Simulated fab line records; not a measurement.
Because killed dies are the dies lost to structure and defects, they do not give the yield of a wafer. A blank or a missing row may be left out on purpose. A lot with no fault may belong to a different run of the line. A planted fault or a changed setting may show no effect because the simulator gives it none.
fab line records | flow sky130
record: lots: 11 | wafers: 33 | last-day: 50
route steps=708 shown FIELD_ISO@23 POLY_CUT@319 LOCAL_INTERCONNECT@401
lots with no fault: from the same line, run without faults
start-h: hours from the record's opening day to when the first of the lot's shown wafers began | wait-h: how many hours have passed since the lot's step before this one | " identical to the entry in the row above | L1.1+2: a single row standing in for several wafers | - either no value or no given start | * or withheld: withheld | < > ~ a bound
route shown NAME@n: a module of which the file shows steps, and the number in the route of the first | usual: mean and standard deviation over wafers with no fault | same: alike in all rows | chamber/n: place in a boat | sites: per-site readings | _std_site: their standard deviation | _edge_site: outer sites' mean less inner sites' | radius-mm: how far each site lies from the wafer's centre | mask NAME#n: copy n | behind: the last tool/chamber to shape the wafer | hold: reason for holding the lot/hours on hold/outcome of the hold | device: which transistor (n, p or np) failed to switch | end of line: tests run on the same wafers once the route is complete | for a step that has no rows: nothing shown but its recipe | killed: dies lost to structure and defects at the first sort, not the wafer's yield | map: a wafer's dies, x killed, . not, _ none there
set.NAME: the setting the step ran with; set.NAME@STEP: the setting that earlier step ran with | model.NAME: the simulator's own value behind a step, which no gauge read
the route's steps for a sample of lots (tables are steps, rows are wafers)
services: when a tool's chamber went out of use (start-h, in hours from the record's first day, below 0 if earlier), for how many hours, and the reason
== steps ==
step: SKY_FIELD_ISO_OXIDATION_22
recipe: temp-c: 950 | ambient: O2 | stabilise-s: 600 | purge-s: 300 | target-thk-a: 100 | ox-time-s: 623
usual: spike-tc-upper-C: 949.6/1.2 | zone-power-bottom-pct: 31/4.8
same: purge-s: 300
lot.wafer | tool       | chamber | start-h | wait-h | spike-tc-upper-C | zone-power-bottom-pct
L711.1    | furnace-01 | 0       | 34.13   | 0.6    | 948.9            | 35
L711.3    | "          | 0       | "       | "      | 950.8            | 35
L711.6    | "          | 0       | "       | "      | 948.5            | 35
L713.1    | furnace-01 | 0       | 39.23   | 0.0    | 949.1            | 36
L713.4    | "          | 0       | "       | "      | 949.0            | 35
L713.6    | "          | 0       | "       | "      | 946.9            | 36
L718.3    | furnace-02 | 0       | 67.66   | 1.3    | 949.7            | 25
L718.4    | "          | 0       | "       | "      | 949.4            | 26
L718.5    | "          | 0       | "       | "      | 949.1            | 26
L719.1    | furnace-01 | 0       | 72.88   | 1.6    | 949.9            | 36
L719.3    | "          | 0       | "       | "      | 949.5            | 35
L719.6    | "          | 0       | "       | "      | 946.9            | 35
L721.1    | furnace-01 | 0       | 82.14   | 0.1    | 949.2            | 35
L721.5    | "          | 0       | "       | "      | 949.7            | 35
L721.6    | "          | 0       | "       | "      | 948.4            | 35
L722.1    | furnace-02 | 0       | 87.52   | 1.6    | 949.7            | 26
L722.2    | "          | 0       | "       | "      | 949.6            | 26
L722.3    | "          | 0       | "       | "      | 950.8            | 26
L723.2    | furnace-01 | 0       | 94.73   | 0.4    | 948.3            | 35
L723.3    | "          | 0       | "       | "      | 951.3            | 35
L723.4    | "          | 0       | "       | "      | 948.7            | 34
L724.1    | furnace-02 | 0       | 98.62   | 0.0    | 950.2            | 25
L724.3    | "          | 0       | "       | "      | 949.0            | 26
L724.4    | "          | 0       | "       | "      | 951.0            | 26
L730.3    | furnace-01 | 0       | 130.08  | 1.8    | 949.2            | 35
L730.4    | "          | 0       | "       | "      | 949.3            | 35
L730.5    | "          | 0       | "       | "      | 949.2            | 35
L731.1    | furnace-01 | 0       | 132.66  | 0.8    | 949.3            | 35
L731.4    | "          | 0       | "       | "      | 948.7            | 35
L731.5    | "          | 0       | "       | "      | 948.1            | 35
L734.4    | furnace-01 | 0       | 149.84  | 0.0    | 950.4            | 35
L734.5    | "          | 0       | "       | "      | 949.7            | 35
L734.6    | "          | 0       | "       | "      | 950.1            | 35
step: SKY_FIELD_ISO_THK_MEAS_23
recipe: reads: SiO2_of_FIELD_ISO_OXIDATION_22
usual: FIELD_ISO_OXIDATION_01_THK: 10.02/0.2
lot.wafer | tool          | chamber | start-h | wait-h | FIELD_ISO_OXIDATION_01_THK[nm]
L711.1    | film-metro-03 | -       | 35.30   | 0.0    | 9.79
L711.3    | "             | -       | "       | "      | 9.89
L711.6    | "             | -       | "       | "      | 10.05
L713.1    | film-metro-01 | -       | 40.40   | 0.0    | 10.29
L713.4    | "             | -       | "       | "      | 10.34
L713.6    | "             | -       | "       | "      | 10.25
L718.3    | film-metro-01 | -       | 68.85   | 0.0    | 10.10
L718.4    | "             | -       | "       | "      | 10.13
L718.5    | "             | -       | "       | "      | 10.31
L719.1    | film-metro-04 | -       | 74.05   | 0.0    | 10.22
L719.3    | "             | -       | "       | "      | 10.22
L719.6    | "             | -       | "       | "      | 10.30
L721.1    | film-metro-03 | -       | 83.31   | 0.0    | 10.52
L721.5    | "             | -       | "       | "      | 10.46
L721.6    | "             | -       | "       | "      | 10.28
L722.1    | film-metro-04 | -       | 88.69   | 0.0    | 9.68
L722.2    | "             | -       | "       | "      | 9.76
L722.3    | "             | -       | "       | "      | 9.88
L723.2    | film-metro-01 | -       | 95.92   | 0.0    | 9.77
L723.3    | "             | -       | "       | "      | 9.96
L723.4    | "             | -       | "       | "      | 10.02
L724.1    | film-metro-03 | -       | 99.80   | 0.0    | 9.89
L724.3    | "             | -       | "       | "      | 9.83
L724.4    | "             | -       | "       | "      | 10.12
L730.3    | film-metro-01 | -       | 131.27  | 0.0    | 4.27
L730.4    | "             | -       | "       | "      | 4.31
L730.5    | "             | -       | "       | "      | 4.31
L731.1    | film-metro-04 | -       | 133.83  | 0.0    | 4.21
L731.4    | "             | -       | "       | "      | 4.26
L731.5    | "             | -       | "       | "      | 4.35
L734.4    | film-metro-03 | -       | 151.04  | 0.0    | 4.60
L734.5    | "             | -       | "       | "      | 4.55
L734.6    | "             | -       | "       | "      | 4.27
step: SKY_POLY_CUT_STRIP_12
recipe: chemistry: O2/N2 | power-w: 1400 | pressure-mtorr: 1500 | platen-temp-c: withheld | o2-flow-sccm: 3000 | n2-flow-sccm: 300 | overash-fraction: 0.5
usual: drypump-motor-current-A: 6.0/0.35 | n2-flow-sccm: 300.0/0.92 | oes-product-au: 0.453/0.0047 | strip-time-to-endpoint-s: 5.361/0.016
same: overash-fraction: 0.5
lot.wafer | tool            | chamber | start-h | wait-h | drypump-motor-current-A | n2-flow-sccm | oes-product-au | rf-hours-counter-h | strip-time-to-endpoint-s
L711.1    | plasma-asher-04 | 0       | 563.12  | 0.0    | 6.4                     | 301.0        | 0.453          | 74                 | 5.330
L711.3    | "               | 0       | "       | "      | 6.4                     | 300.6        | 0.456          | -                  | 5.326
L711.6    | "               | 0       | "       | "      | 6.4                     | 299.7        | 0.446          | -                  | 5.337
L713.1    | plasma-asher-02 | 1       | 589.59  | 0.0    | 5.4                     | 300.7        | 0.455          | 42                 | 5.367
L713.4    | "               | 0       | "       | "      | 6.0                     | 297.9        | 0.456          | -                  | 5.352
L713.6    | "               | 1       | "       | "      | 5.4                     | 300.8        | 0.452          | -                  | 5.338
L718.3    | plasma-asher-04 | 0       | 625.52  | 0.1    | 6.4                     | 299.5        | 0.457          | -                  | 5.374
L718.4    | "               | 1       | "       | "      | 5.8                     | 300.5        | 0.454          | -                  | 5.357
L718.5    | "               | 1       | "       | "      | 5.8                     | 300.9        | 0.458          | -                  | 5.413
L719.1    | plasma-asher-02 | 0       | 633.12  | 0.0    | 6.0                     | 299.9        | 0.456          | 45                 | 5.379
L719.3    | "               | 0       | "       | "      | 6.0                     | 299.8        | 0.453          | -                  | 5.365
L719.6    | "               | 0       | "       | "      | 6.0                     | 299.5        | 0.448          | -                  | 5.376
L721.1    | plasma-asher-04 | 1       | 648.09  | 0.0    | 5.8                     | 300.7        | 0.449          | 83                 | 5.347
L721.5    | "               | 0       | "       | "      | 6.3                     | 299.5        | 0.444          | -                  | 5.354
L721.6    | "               | 1       | "       | "      | 5.8                     | 301.2        | 0.452          | -                  | 5.364
L722.1    | plasma-asher-04 | 1       | 656.40  | 0.0    | 5.8                     | 301.0        | 0.453          | 84                 | 5.344
L722.2    | "               | 0       | "       | "      | 6.3                     | 300.5        | 0.459          | 84                 | 5.378
L722.3    | "               | 1       | "       | "      | 5.8                     | 300.2        | 0.461          | -                  | 5.349
L724.1    | plasma-asher-04 | 0       | 669.49  | 0.0    | 6.4                     | 299.6        | 0.453          | 85                 | 5.356
L724.3    | "               | 1       | "       | "      | 5.8                     | 301.0        | 0.460          | -                  | 5.354
L724.4    | "               | 0       | "       | "      | 6.4                     | 300.3        | 0.456          | -                  | 5.345
L723.2    | plasma-asher-03 | 0       | 674.14  | 0.0    | 5.7                     | 299.1        | 0.455          | 98                 | 5.343
L723.3    | "               | 0       | "       | "      | 5.6                     | 299.3        | 0.450          | -                  | 5.338
L723.4    | "               | 1       | "       | "      | 6.4                     | 300.9        | 0.455          | -                  | 5.328
L730.3    | plasma-asher-03 | 1       | 724.57  | 0.1    | 6.4                     | 301.3        | 0.455          | -                  | 5.356
L730.4    | "               | 0       | "       | "      | 5.7                     | 297.9        | 0.445          | -                  | 5.340
L730.5    | "               | 1       | "       | "      | 6.4                     | 299.8        | 0.456          | -                  | 5.369
L731.1    | plasma-asher-04 | 0       | 727.02  | 0.0    | 6.3                     | 298.5        | 0.450          | 91                 | 5.357
L731.4    | "               | 0       | "       | "      | 6.4                     | 299.0        | 0.445          | -                  | 5.366
L731.5    | "               | 0       | "       | "      | 6.4                     | 299.2        | 0.452          | -                  | 5.369
L734.4    | plasma-asher-03 | 0       | 749.47  | 0.1    | 5.6                     | 301.7        | 0.453          | -                  | 5.362
L734.5    | "               | 1       | "       | "      | 6.4                     | 300.5        | 0.450          | -                  | 5.341
L734.6    | "               | 0       | "       | "      | 5.6                     | 300.3        | 0.448          | -                  | 5.370
step: SKY_LOCAL_INTERCONNECT_METAL_ETCH_14
recipe: target-depth-nm: 110 | stop-on: PSG | chemistry: Cl2/BCl3 | target: TiN | resist-sidewall-deg: 88 | pressure-mtorr: 10 | icp-w: 900 | bias-w: 48.5 | Cl2_flow_sccm: 60 | bcl3-flow-sccm: 30 | time-s: 31.4
usual: drypump-motor-current-A: 5.5/0.5 | oes-product-au: 0.941/0.0075 | throttle-valve-pct: 21.903/0.0094
lot.wafer | tool         | chamber | start-h | wait-h | drypump-motor-current-A | oes-product-au | rf-hours-counter-h | throttle-valve-pct
L711.1    | rie-metal-03 | 0       | 711.90  | 0.1    | 5.1                     | 0.953          | 2                  | 21.895
L711.3    | "            | 0       | "       | "      | 5.1                     | 0.949          | -                  | 21.917
L711.6    | "            | 0       | "       | "      | 5.1                     | 0.943          | -                  | 21.909
L713.1    | rie-metal-01 | 1       | 734.39  | 0.0    | 5.9                     | 0.934          | 7                  | 21.906
L713.4    | "            | 1       | "       | "      | 5.9                     | 0.936          | -                  | 21.892
L713.6    | "            | 0       | "       | "      | 4.7                     | 0.936          | -                  | 21.913
L718.3    | rie-metal-03 | 1       | 768.15  | 0.0    | 6.1                     | 0.935          | -                  | 21.910
L718.4    | "            | 0       | "       | "      | 5.1                     | 0.941          | -                  | 21.895
L718.5    | "            | 1       | "       | "      | 6.1                     | 0.941          | -                  | 21.900
L719.1    | rie-metal-01 | 1       | 776.10  | 0.0    | 5.9                     | 0.940          | 8                  | 21.907
L719.3    | "            | 0       | "       | "      | 4.7                     | 0.935          | -                  | 21.896
L719.6    | "            | 1       | "       | "      | 5.9                     | 0.945          | -                  | 21.907
L721.1    | rie-metal-03 | 1       | 789.33  | 0.0    | 6.2                     | 0.939          | 3                  | 21.909
L721.5    | "            | 0       | "       | "      | 5.1                     | 0.947          | -                  | 21.882
L721.6    | "            | 1       | "       | "      | 6.2                     | 0.949          | -                  | 21.902
L722.1    | rie-metal-04 | 1       | 798.67  | 0.1    | 5.4                     | 0.946          | 14                 | 21.905
L722.2    | "            | 1       | "       | "      | 5.4                     | 0.927          | -                  | 21.909
L722.3    | "            | 1       | "       | "      | 5.4                     | 0.934          | -                  | 21.903
L724.1    | rie-metal-04 | 1       | 811.17  | 0.1    | 5.4                     | 0.936          | 16                 | 21.898
L724.3    | "            | 1       | "       | "      | 5.5                     | 0.936          | -                  | 21.897
L724.4    | "            | 1       | "       | "      | 5.4                     | 0.945          | -                  | 21.894
L723.2    | rie-metal-03 | 1       | 813.58  | 0.0    | 6.2                     | 0.944          | 4                  | 21.912
L723.3    | "            | 0       | "       | "      | 5.1                     | 0.929          | -                  | 21.903
L723.4    | "            | 1       | "       | "      | 6.2                     | 0.939          | -                  | 21.892
L730.3    | rie-metal-03 | 0       | 862.15  | 0.0    | 5.1                     | 0.940          | -                  | 21.895
L730.4    | "            | 1       | "       | "      | 6.2                     | 0.941          | -                  | 21.924
L730.5    | "            | 0       | "       | "      | 5.1                     | 0.932          | -                  | 21.909
L731.1    | rie-metal-03 | 1       | 863.73  | 0.0    | 6.2                     | 0.951          | 6                  | 21.904
L731.4    | "            | 1       | "       | "      | 6.2                     | 0.949          | -                  | 21.906
L731.5    | "            | 1       | "       | "      | 6.2                     | 0.940          | -                  | 21.909
L734.4    | rie-metal-01 | 0       | 884.41  | 0.0    | 4.7                     | 0.947          | -                  | 21.900
L734.5    | "            | 1       | "       | "      | 5.9                     | 0.937          | -                  | 21.891
L734.6    | "            | 0       | "       | "      | 4.7                     | 0.943          | -                  | 21.909
step: SKY_LOCAL_INTERCONNECT_STRIP_15
recipe: chemistry: O2/N2 | power-w: 1400 | pressure-mtorr: 1500 | platen-temp-c: withheld | o2-flow-sccm: 3000 | n2-flow-sccm: 300 | overash-fraction: 0.5
usual: drypump-motor-current-A: 6.1/0.41 | n2-flow-sccm: 299.9/0.86 | oes-product-au: 0.426/0.0044 | strip-time-to-endpoint-s: 4.693/0.024
same: overash-fraction: 0.5
lot.wafer | tool            | chamber | start-h | wait-h | drypump-motor-current-A | n2-flow-sccm | oes-product-au | rf-hours-counter-h | strip-time-to-endpoint-s
L711.1    | plasma-asher-01 | 0       | 712.00  | 0.1    | 6.7                     | 299.3        | 0.422          | 29                 | 4.715
L711.3    | "               | 0       | "       | "      | 6.7                     | 299.4        | 0.417          | -                  | 4.693
L711.6    | "               | 0       | "       | "      | 6.7                     | 300.6        | 0.425          | -                  | 4.713
L713.1    | plasma-asher-01 | 0       | 734.44  | 0.0    | 6.7                     | 300.1        | 0.433          | 31                 | 4.708
L713.4    | "               | 0       | "       | "      | 6.7                     | 299.1        | 0.425          | -                  | 4.707
L713.6    | "               | 0       | "       | "      | 6.7                     | 299.5        | 0.426          | -                  | 4.713
L718.3    | plasma-asher-04 | 1       | 768.22  | 0.1    | 5.8                     | 299.8        | 0.417          | -                  | 4.690
L718.4    | "               | 0       | "       | "      | 6.4                     | 298.4        | 0.423          | -                  | 4.707
L718.5    | "               | 0       | "       | "      | 6.4                     | 298.6        | 0.429          | -                  | 4.685
L719.1    | plasma-asher-04 | 0       | 776.16  | 0.0    | 6.4                     | 301.4        | 0.426          | 96                 | 4.714
L719.3    | "               | 1       | "       | "      | 5.8                     | 299.5        | 0.419          | -                  | 4.704
L719.6    | "               | 0       | "       | "      | 6.4                     | 300.7        | 0.431          | -                  | 4.721
L721.1    | plasma-asher-01 | 0       | 789.38  | 0.0    | 6.7                     | 300.8        | 0.430          | 37                 | 4.700
L721.5    | "               | 1       | "       | "      | 6.4                     | 299.9        | 0.429          | -                  | 4.700
L721.6    | "               | 0       | "       | "      | 6.7                     | 300.2        | 0.437          | -                  | 4.710
L722.1    | plasma-asher-01 | 1       | 798.77  | 0.1    | 6.4                     | 300.3        | 0.420          | 38                 | 4.706
L722.2    | "               | 0       | "       | "      | 6.7                     | 298.6        | 0.430          | 38                 | 4.695
L722.3    | "               | 0       | "       | "      | 6.7                     | 300.2        | 0.425          | -                  | 4.691
L724.1    | plasma-asher-01 | 1       | 811.27  | 0.1    | 6.4                     | 299.9        | 0.425          | 39                 | 4.682
L724.3    | "               | 1       | "       | "      | 6.4                     | 298.9        | 0.427          | -                  | 4.715
L724.4    | "               | 0       | "       | "      | 6.7                     | 300.8        | 0.429          | -                  | 4.691
L723.2    | plasma-asher-04 | 0       | 813.63  | 0.0    | 6.4                     | 301.5        | 0.426          | 99                 | 4.710
L723.3    | "               | 0       | "       | "      | 6.4                     | 299.6        | 0.423          | -                  | 4.699
L723.4    | "               | 1       | "       | "      | 5.8                     | 301.0        | 0.427          | -                  | 4.729
L730.3    | plasma-asher-02 | 1       | 862.21  | 0.1    | 5.4                     | 299.0        | 0.423          | -                  | 4.641
L730.4    | "               | 0       | "       | "      | 6.0                     | 301.0        | 0.429          | -                  | 4.651
L730.5    | "               | 0       | "       | "      | 6.0                     | 301.8        | 0.423          | -                  | 4.648
L731.1    | plasma-asher-04 | 1       | 863.78  | 0.0    | 5.8                     | 300.7        | 0.418          | 105                | 4.632
L731.4    | "               | 1       | "       | "      | 5.8                     | 301.1        | 0.421          | -                  | 4.678
L731.5    | "               | 0       | "       | "      | 6.3                     | 299.7        | 0.426          | -                  | 4.679
L734.4    | plasma-asher-01 | 0       | 884.47  | 0.1    | 6.7                     | 300.6        | 0.423          | -                  | 4.686
L734.5    | "               | 1       | "       | "      | 6.4                     | 299.5        | 0.419          | -                  | 4.699
L734.6    | "               | 0       | "       | "      | 6.7                     | 301.5        | 0.419          | -                  | 4.653
== services ==
tool            | chamber | start-h | hours | kind
plasma-asher-01 | -       | 47.73   | 11.3  | repair
rie-metal-03    | 0       | 123.31  | 4.1   | repair
furnace-01      | -       | 133.83  | 3.0   | pm
plasma-asher-04 | -       | 151.43  | 0.7   | repair
plasma-asher-01 | -       | 205.14  | 2.2   | repair
rie-metal-03    | 0       | 238.80  | 1.3   | repair
rie-metal-03    | 0       | 243.75  | 2.2   | repair
furnace-01      | -       | 259.05  | 3.6   | pm
furnace-01      | -       | 295.39  | 1.8   | pm
furnace-01      | -       | 302.65  | 3.5   | pm
rie-metal-03    | -       | 315.19  | 2.8   | pm
plasma-asher-04 | -       | 347.86  | 14.6  | pm
plasma-asher-01 | -       | 358.23  | 0.8   | repair
plasma-asher-01 | -       | 368.64  | 2.8   | pm
plasma-asher-04 | -       | 378.97  | 2.8   | pm
plasma-asher-01 | -       | 421.33  | 9.0   | pm
furnace-01      | -       | 470.28  | 3.5   | pm
furnace-01      | -       | 541.05  | 2.2   | pm
plasma-asher-04 | -       | 553.02  | 4.3   | pm
furnace-01      | -       | 637.64  | 3.6   | pm
plasma-asher-04 | -       | 694.38  | 4.5   | repair
furnace-01      | -       | 718.23  | 20.0  | pm
furnace-01      | -       | 805.64  | 3.5   | pm
furnace-01      | -       | 822.52  | 4.0   | pm
== key ==
first-sign: step: SKY_FIELD_ISO_THK_MEAS_23 | reading: FIELD_ISO_OXIDATION_01_THK | direction: down | sigmas: 29 | usual: 10.02 | struck: 4.35
effect none on later readings
met-at SKY_FIELD_ISO_OXIDATION_22
struck-lots L730,L731,L734
tester-left-out L730,L731,L734
not-acting-at SKY_POLY_CUT_STRIP_12,SKY_LOCAL_INTERCONNECT_METAL_ETCH_14,SKY_LOCAL_INTERCONNECT_STRIP_15
onset-between 94.73 130.08
also-fits time
fault: kind: process-parameter-drift | tool: furnace-01 | chamber: - | onset-h: 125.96 | steps: SKY_FIELD_ISO_OXIDATION_22 | channel: ox-time-s | offset: * | shape: step | end-h: 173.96 | acts-in: * | stated: *
tester-left-out: of these lots the tester's yield and bins aren't shown, on N5 and GAA mostly nor the transistor test; their killed dies are dies lost to structure and defects alone, not to doping, threshold or leakage, so they don't give the yield
